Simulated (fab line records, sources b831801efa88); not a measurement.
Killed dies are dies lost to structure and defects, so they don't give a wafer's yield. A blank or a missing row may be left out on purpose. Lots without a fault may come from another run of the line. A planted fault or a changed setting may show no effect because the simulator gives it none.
Which tool did it? | flow sky130 | 14 lots, 42 wafers sampled, at 6 steps of a route of 708

WHAT THE GAUGES READ, wafer by wafer
SKY_POLY_GATE_OVL_MEAS_14. Usual: POLY_GATE_OVL 1 nm, standard deviation 5.3.
lot  | measured     | on         | POLY_GATE_OVL (nm) | flag
L591 | day 16 16:34 | overlay-02 | 15 9 4             |
L592 | day 16 16:44 | overlay-02 | 3 0 4              |
L593 | day 17 01:31 | overlay-01 | 6 1 -2             |
L594 | day 17 11:25 | overlay-02 | 2 3 -1             |
L595 | day 17 20:52 | overlay-01 | -6 -1 0            |
L596 | day 17 23:13 | overlay-02 | -5 -6 -9           |
L597 | day 19 00:36 | overlay-02 | -3 -8 -2           |
L599 | day 19 03:48 | overlay-01 | 9 8 11             |
L598 | day 19 06:57 | overlay-02 | 2 0 7              |
L602 | day 20 07:59 | overlay-02 | 1 0 5              |
L601 | day 20 08:56 | overlay-01 | -2 -10 -4          |
L603 | day 20 14:07 | overlay-02 | 1 -11 -2           |
L612 | day 24 03:07 | overlay-02 | 6 0 8              |
L613 | day 24 05:40 | overlay-02 | 4 7 -5             |

SKY_SPACER_THK_MEAS_01. Usual: SPACER_CVD_00_THK 43.2 nm, standard deviation 0.52.
lot  | measured     | on            | SPACER_CVD_00_THK (nm) | flag
L591 | day 23 06:54 | film_metro-02 | 44.1 43.8 44.3         |
L592 | day 23 06:53 | film_metro-01 | 43.1 43.2 42.8         |
L593 | day 23 22:56 | film_metro-02 | 43.3 43.3 42.9         |
L594 | day 24 04:23 | film_metro-02 | 43.1 42.6 42.9         |
L595 | day 24 10:57 | film_metro-01 | 44.3 44.0 43.7         |
L596 | day 24 14:58 | film_metro-02 | 43.7 43.7 43.7         |
L597 | day 25 17:25 | film_metro-04 | 42.3 42.3 42.5         |
L599 | day 25 17:25 | film_metro-02 | 43.5 43.6 44.0         |
L598 | day 25 20:32 | film_metro-02 | 43.5 43.3 43.8         |
L602 | day 26 22:24 | film_metro-01 | 41.9 42.0 42.8         |
L601 | day 26 22:23 | film_metro-04 | 43.4 43.3 43.4         |
L603 | day 27 00:39 | film_metro-01 | 42.8 42.6 42.8         |
L612 | day 30 08:01 | film_metro-01 | 52.0 52.1 52.3         | OFF
L613 | day 30 10:22 | film_metro-02 | 53.0 53.2 53.2         | OFF

SKY_METAL2_CD_MEAS_15: target cd 140 nm. Usual: cd_nm 139.7 nm, standard deviation 1.2.
lot  | measured     | on        | cd_nm (nm)        | flag
L591 | day 35 11:01 | cd_sem-02 | 139.4 139.3 139.4 |
L592 | day 35 13:49 | cd_sem-01 | 140.0 141.4 140.5 |
L593 | day 35 22:05 | cd_sem-02 | 141.6 141.2 141.8 |
L594 | day 36 05:16 | cd_sem-02 | 140.6 139.4 140.2 |
L595 | day 36 12:34 | cd_sem-02 | 139.9 140.5 142.0 |
L596 | day 36 14:10 | cd_sem-02 | 139.5 139.2 139.8 |
L597 | day 37 13:13 | cd_sem-01 | 139.1 140.9 140.2 |
L599 | day 37 15:44 | cd_sem-02 | 140.0 141.5 140.6 |
L598 | day 37 16:04 | cd_sem-02 | 140.7 141.9 141.7 |
L602 | day 38 14:27 | cd_sem-02 | 139.5 140.4 140.3 |
L601 | day 38 15:47 | cd_sem-02 | 140.1 138.7 138.4 |
L603 | day 38 19:17 | cd_sem-01 | 138.4 139.1 139.3 |
L612 | day 41 13:44 | cd_sem-01 | 138.7 138.2 137.3 |
L613 | day 41 18:11 | cd_sem-01 | 139.5 140.2 142.1 |

WHICH TOOL RAN EACH LOT (tool, then ch and the chambers of the sampled wafers, then the start)
lot  | SKY_SPACER_CVD_00           | SKY_SPACER_ETCHBACK_02             | SKY_POLY_CUT_ETCH_11
L591 | lpcvd-02 ch 1, day 23 05:41 | rie_diel-01 ch 1,3, day 23 06:57   | rie_diel-04 ch 1,2,3, day 24 12:44
L592 | lpcvd-02 ch 0, day 23 05:41 | rie_diel-03 ch 0,1, day 23 06:57   | rie_diel-01 ch 0,2, day 24 12:59
L593 | lpcvd-02 ch 0, day 23 21:44 | rie_diel-03 ch 1,2,3, day 23 23:00 | rie_diel-01 ch 1,2, day 25 04:32
L594 | lpcvd-02 ch 0, day 24 02:35 | rie_diel-02 ch 1,2,3, day 24 04:26 | rie_diel-01 ch 1,2, day 25 10:46
L595 | lpcvd-02 ch 1, day 24 09:45 | rie_diel-01 ch 0,1, day 24 11:01   | rie_diel-01 ch 0,1,3, day 25 17:22
L596 | lpcvd-02 ch 1, day 24 13:44 | rie_diel-02 ch 0,3, day 24 15:00   | rie_diel-03 ch 1,3, day 25 21:02
L597 | lpcvd-02 ch 0, day 25 16:11 | rie_diel-03 ch 0,1,3, day 25 17:27 | rie_diel-04 ch 2,3, day 26 22:53
L599 | lpcvd-02 ch 1, day 25 16:11 | rie_diel-02 ch 0,3, day 25 17:27   | rie_diel-01 ch 0,1,2, day 26 22:58
L598 | lpcvd-02 ch 0, day 25 19:20 | rie_diel-01 ch 0,2,3, day 25 20:36 | rie_diel-04 ch 0,1,2, day 27 01:32
L602 | lpcvd-02 ch 1, day 26 21:11 | rie_diel-03 ch 0,2,3, day 26 22:27 | rie_diel-01 ch 0,1,3, day 28 02:35
L601 | lpcvd-02 ch 0, day 26 21:11 | rie_diel-01 ch 0,1, day 26 22:27   | rie_diel-04 ch 0,2,3, day 28 03:14
L603 | lpcvd-02 ch 1, day 26 23:26 | rie_diel-01 ch 0,1,2, day 27 00:43 | rie_diel-03 ch 1,2,3, day 28 05:44
L612 | lpcvd-02 ch 1, day 30 06:47 | rie_diel-03 ch 0,1,2, day 30 08:04 | rie_diel-01 ch 0,1,3, day 31 12:26
L613 | lpcvd-02 ch 1, day 30 09:08 | rie_diel-01 ch 0,1,2, day 30 10:24 | rie_diel-03 ch 0,3, day 31 14:19
- SKY_SPACER_CVD_00: deposits Si3N4 from DCS/NH3, target thk 43.1 nm, time 740 s.
- SKY_SPACER_ETCHBACK_02: etches Si3N4 in CH3F/O2, stops on SiO2, time 46.7 s, target depth 45 nm.
- SKY_POLY_CUT_ETCH_11: etches Si3N4 in CF4/CH2F2/Ar, stops on poly-Si, time 42.5 s, target depth 60 nm.

WHAT THE TOOLS THEMSELVES READ (means of the sampled wafers that have a number; where no wafer has one, the mark that the record gives instead)
SKY_SPACER_CVD_00. Usual: spike_tc_centre_C 771.2 C, standard deviation 1.1; spike_tc_lower_C 770.6 C, standard deviation 1; spike_tc_top_C 787.6 C, standard deviation 2.3; spike_tc_upper_C 769.6 C, standard deviation 1.1; susceptor_temp_C 770.0 C, standard deviation 0.34; zone_power_lower_pct 13.1 %, standard deviation 0.94.
lot  | tool     | spike_tc_centre_C (C) | spike_tc_lower_C (C) | spike_tc_top_C (C) | spike_tc_upper_C (C) | susceptor_temp_C (C) | zone_power_lower_pct (%) | flag
L591 | lpcvd-02 | 771.1                 | 771.6                | 789.8              | 768.5                | 769.9                | 12.3                     |
L592 | lpcvd-02 | 771.9                 | 769.7                | 784.9              | 768.8                | 770.0                | 14.1                     |
L593 | lpcvd-02 | 772.0                 | 770.6                | 785.5              | 770.7                | 770.1                | 14.2                     |
L594 | lpcvd-02 | 772.2                 | 769.7                | 784.7              | 769.7                | 770.1                | 14.1                     |
L595 | lpcvd-02 | 771.3                 | 771.5                | 789.3              | 768.6                | 769.9                | 12.1                     |
L596 | lpcvd-02 | 772.0                 | 771.4                | 789.4              | 768.7                | 769.8                | 12.2                     |
L597 | lpcvd-02 | 771.0                 | 770.4                | 784.8              | 770.0                | 770.1                | 14.2                     |
L599 | lpcvd-02 | 771.4                 | 771.9                | 788.9              | 769.9                | 769.9                | 12.3                     |
L598 | lpcvd-02 | 771.7                 | 769.9                | 786.0              | 770.1                | 769.9                | 14.0                     |
L602 | lpcvd-02 | 771.1                 | 770.6                | 789.2              | 769.4                | 769.8                | 12.3                     |
L601 | lpcvd-02 | 771.9                 | 770.6                | 785.2              | 770.2                | 770.1                | 14.0                     |
L603 | lpcvd-02 | 770.9                 | 771.7                | 788.5              | 770.2                | 770.0                | 12.2                     |
L612 | lpcvd-02 | 781.4                 | 781.6                | 799.1              | 779.5                | 779.7                | 12.4                     | OFF
L613 | lpcvd-02 | 780.2                 | 780.4                | 800.8              | 779.3                | 779.9                | 12.6                     | OFF

SKY_SPACER_ETCHBACK_02. Usual: drypump_motor_current_A 5.8 A, standard deviation 0.52; oes_product_au 0.857 a.u., standard deviation 0.0076; throttle_valve_pct 10.563 %, standard deviation 0.0093.
lot  | tool        | drypump_motor_current_A (A) | oes_product_au (a.u.) | throttle_valve_pct (%) | flag
L591 | rie_diel-01 | 5.5                         | 0.865                 | 10.562                 |
L592 | rie_diel-03 | 6.2                         | 0.853                 | 10.562                 |
L593 | rie_diel-03 | 5.9                         | 0.859                 | 10.566                 |
L594 | rie_diel-02 | 5.8                         | 0.853                 | 10.566                 |
L595 | rie_diel-01 | 5.5                         | 0.865                 | 10.573                 |
L596 | rie_diel-02 | 5.5                         | 0.858                 | 10.559                 |
L597 | rie_diel-03 | 6.2                         | 0.844                 | 10.566                 |
L599 | rie_diel-02 | 5.5                         | 0.865                 | 10.563                 |
L598 | rie_diel-01 | 5.5                         | 0.857                 | 10.557                 |
L602 | rie_diel-03 | 6.2                         | 0.843                 | 10.566                 |
L601 | rie_diel-01 | 5.5                         | 0.864                 | 10.558                 |
L603 | rie_diel-01 | 5.6                         | 0.855                 | 10.562                 |
L612 | rie_diel-03 | 5.9                         | 0.956                 | 10.571                 | OFF
L613 | rie_diel-01 | 5.6                         | 0.962                 | 10.572                 | OFF

SKY_POLY_CUT_ETCH_11. Usual: drypump_motor_current_A 5.8 A, standard deviation 0.44; oes_product_au 0.833 a.u., standard deviation 0.0069; throttle_valve_pct 14.995 %, standard deviation 0.0084.
lot  | tool        | drypump_motor_current_A (A) | oes_product_au (a.u.) | throttle_valve_pct (%) | flag
L591 | rie_diel-04 | 6.3                         | 0.829                 | 14.988                 |
L592 | rie_diel-01 | 5.6                         | 0.838                 | 14.992                 |
L593 | rie_diel-01 | 5.8                         | 0.830                 | 14.998                 |
L594 | rie_diel-01 | 5.8                         | 0.836                 | 14.994                 |
L595 | rie_diel-01 | 5.4                         | 0.839                 | 14.993                 |
L596 | rie_diel-03 | 5.9                         | 0.828                 | 14.996                 |
L597 | rie_diel-04 | 6.3                         | 0.842                 | 14.994                 |
L599 | rie_diel-01 | 5.7                         | 0.837                 | 15.000                 |
L598 | rie_diel-04 | 5.9                         | 0.834                 | 14.993                 |
L602 | rie_diel-01 | 5.4                         | 0.828                 | 14.989                 |
L601 | rie_diel-04 | 5.8                         | 0.840                 | 14.997                 |
L603 | rie_diel-03 | 5.9                         | 0.824                 | 14.985                 |
L612 | rie_diel-01 | 5.4                         | 0.835                 | 14.991                 |
L613 | rie_diel-03 | 6.5                         | 0.834                 | 14.997                 |

THE ANSWER, worked out from the rows above alone
Rule: a lot is off if the mean of its wafers that have a number lies more than 3 standard deviations from the usual mean. A lot without any number at a reading at which 4 lots or more have one is off too. The other lots that the step has rows for count as sound. The gauges are gone through in route order, then the tools' own readings, and for those a lot's mean is taken as printed above. The first step at which some lot is off is used, and at that step the reading that is off furthest; a lot without a number counts as furthest.
Off: L612, L613, at SKY_SPACER_THK_MEAS_01 (SPACER_CVD_00_THK).
A tool fits if, at a process step before that reading, it ran every lot that is off, and no sound lot after the first of them. The gauges at SKY_SPACER_THK_MEAS_01 aren't tried: what is off there is off at SKY_SPACER_CVD_00 too, on other tools, and a gauge's error can't cause that. One fits: lpcvd-02 at SKY_SPACER_CVD_00. Its last sound lot is L603 (day 26 23:26), its first lot that is off L612 (day 30 06:47): a fault that began between those two fits.
The tool's own readings at SKY_SPACER_CVD_00 bear it out: on the lots that are off they differ by more than 5 times the standard deviation of the sound lots' means. spike_tc_centre_C reads 780.8 C there against 771.5 C on the sound lots; spike_tc_lower_C reads 781.0 C there against 770.8 C on the sound lots; spike_tc_top_C reads 800.0 C there against 787.2 C on the sound lots; spike_tc_upper_C reads 779.4 C there against 769.6 C on the sound lots; susceptor_temp_C reads 779.8 C there against 770.0 C on the sound lots.

WHAT THE SIMULATOR HAD PUT IN
Process parameter drift: lpcvd-02, from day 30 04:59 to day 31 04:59, at SKY_SPACER_CVD_00. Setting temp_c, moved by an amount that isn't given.
Lots struck among those shown: L612, L613. The rule above found the same.
